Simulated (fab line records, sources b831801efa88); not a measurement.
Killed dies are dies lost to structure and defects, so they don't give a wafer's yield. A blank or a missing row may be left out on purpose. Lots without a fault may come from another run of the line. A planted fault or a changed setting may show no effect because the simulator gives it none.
Chamber matching | flow sky130 | SKY_CONTACT_CMP_04 on cmp-01: 4 sister chambers
The step polishes SiO2. 8 wafers are shown with their chamber, then 12 later ones without.

WAFERS WITH THEIR CHAMBER
wafer  | chamber | motor_current_A (A) | head_pressure_psi (psi)
L076.3 | 1       | 13.9                | 3.996
L079.3 | 1       | 14.0                | 3.984
L087.1 | 0       | 11.9                | 4.004
L087.6 | 0       | 13.5                | 4.009
L089.1 | 3       | 14.9                | 4.002
L090.2 | 3       | 13.5                | 3.994
L090.3 | 2       | 11.6                | 3.988
L090.5 | 2       | 12.4                | 4.006

WAFERS WITHOUT THEIR CHAMBER
wafer  | motor_current_A (A) | head_pressure_psi (psi)
L091.1 | 13.5                | 4.000
L091.3 | 14.5                | 3.999
L091.5 | 13.3                | 3.989
L093.1 | 13.2                | 4.018
L093.3 | 12.8                | 3.995
L093.5 | 13.4                | 3.994
L096.3 | 14.2                | 3.998
L096.4 | 12.1                | 3.989
L096.5 | 13.3                | 3.990
L097.1 | 12.6                | 3.996
L097.4 | 13.7                | 3.996
L097.5 | 12.3                | 3.992

WHICH CHAMBER EACH WENT THROUGH
wafer  | from the rows above               | in truth
L091.1 | can't be placed: 3 or 0 or 1 or 2 | 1
L091.3 | can't be placed: 3 or 1           | 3
L091.5 | can't be placed: 1 or 3 or 2 or 0 | 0
L093.1 | can't be placed: 0 or 3 or 2 or 1 | 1
L093.3 | can't be placed: 2 or 0 or 1 or 3 | 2
L093.5 | can't be placed: 1 or 3 or 0 or 2 | 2
L096.3 | can't be placed: 3 or 1           | 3
L096.4 | can't be placed: 2 or 0 or 1 or 3 | 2
L096.5 | can't be placed: 1 or 3 or 2 or 0 | 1
L097.1 | can't be placed: 2 or 0 or 1 or 3 | 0
L097.4 | can't be placed: 3 or 1 or 0 or 2 | 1
L097.5 | can't be placed: 2 or 0 or 1 or 3 | 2
Placed correctly: 0 of 12. Can't be placed from these rows: 12 (the true chamber is among the candidates in 12). Placed wrongly: 0.
How it was worked out, from the rows above alone: a wafer's distance from a chamber is the root of the sum, over the readings, of the square of ((its reading less the chamber's mean) divided by the reading's scatter). The wafer belongs to the nearest chamber; if the next one is less than 2 further off, it can't be placed. A chamber's mean is the mean of its shown wafers. The scatter: the root of (the sum of the squares of (reading less its chamber's mean) over the shown wafers, divided by (wafers less chambers)).
